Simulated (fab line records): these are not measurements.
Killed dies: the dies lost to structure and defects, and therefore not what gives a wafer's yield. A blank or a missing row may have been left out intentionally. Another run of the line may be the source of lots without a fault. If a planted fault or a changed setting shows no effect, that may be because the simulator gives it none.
The same fault as seen by 2 desks / flow sky130 / each desk holds nothing but its own numbers, with what lay behind them at the end

== FROM THE METROLOGY DESK ==
What the gauges read for every lot (on any tool): the sampled wafers with a number, averaged. Any lot whose mean is over 4 standard deviations away from the usual mean is out of limits and marked OUT; that distance is given in the brackets.
Columns: A = cd-nm at SKY_VT_ADJUST_HVTR_CD_MEAS_07, usual 379.8 nm; B = VT_ADJUST_PCH_TW at SKY_VT_ADJUST_PCH_TW_MEAS_10, usual 143.8
lot=L572; first seen here=day 10 11:44; A=380.9; B=144.3
lot=L573; first seen here=day 10 12:02; A=379.0; B=143.0
lot=L574; first seen here=day 10 14:24; A=376.8; B=143.4
lot=L575; first seen here=day 10 19:11; A=376.7; B=143.8
lot=L576; first seen here=day 10 20:09; A=377.6; B=144.1
lot=L578; first seen here=day 11 15:49; A=378.5; B=143.6
lot=L580; first seen here=day 12 06:44; A=377.4; B=143.8
lot=L579; first seen here=day 12 07:47; A=380.8; B=143.7
lot=L581; first seen here=day 12 10:24; A=384.7; B=143.6
lot=L582; first seen here=day 12 21:12; A=381.0; B=143.9
lot=L584; first seen here=day 13 10:17; A=382.7; B=143.8
lot=L591; first seen here=day 15 16:05; A=384.6; B=144.3
lot=L592; first seen here=day 15 21:07; A=385.4; B=144.0
This desk's verdict: no lot among the 13 shows anything out of limits.

== TOOL OWNER'S DESK, litho-track-01 ==
The tool's own readings at SKY_VT_ADJUST_HVTR_DEVELOP_06 (develop time 60 s): means of the sampled wafers that have a number, for each lot that ran on this tool. Any lot whose mean is over 4 standard deviations away from the usual mean is out of limits and marked OUT; that distance is given in the brackets.
Columns: A = chill-plate-temp-C at SKY_VT_ADJUST_HVTR_DEVELOP_06, usual 23.01 C; B = developer-temp-C at SKY_VT_ADJUST_HVTR_DEVELOP_06, usual 22.98 C
lot=L572; first seen here=day 10 11:35; A=23.04; B=23.05
lot=L573; first seen here=day 10 11:53; A=22.93; B=22.98
lot=L579; first seen here=day 12 07:38; A=22.91; B=22.85
lot=L591; first seen here=day 15 15:56; A=23.10; B=22.03 (-11) OUT
lot=L592; first seen here=day 15 20:58; A=22.92; B=22.08 (-10) OUT
This desk finds L591, L592 out of limits, L591 being first, at day 15 15:56 (developer-temp-C at SKY_VT_ADJUST_HVTR_DEVELOP_06). In limits: L572, L573, L579.

== PUT TOGETHER ==
The tool owner's desk had the chance to raise an alarm at day 15 15:56 on L591, L592.
From the metrology desk's view, nothing was out of limits.
The metrology desk holds a record of L591, L592, inside its limits.
On litho-track-01, each named lot ran SKY_VT_ADJUST_HVTR_DEVELOP_06.

== WHAT WAS PUT IN BY THE SIMULATOR ==
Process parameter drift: litho-track-01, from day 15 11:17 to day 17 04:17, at SKY_VT_ADJUST_HVTR_DEVELOP_06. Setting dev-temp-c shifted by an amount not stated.
Lots struck among those shown: L591, L592.
Delay in hours, fault start to first out-of-limits reading, by desk: the tool owner's desk at 5.
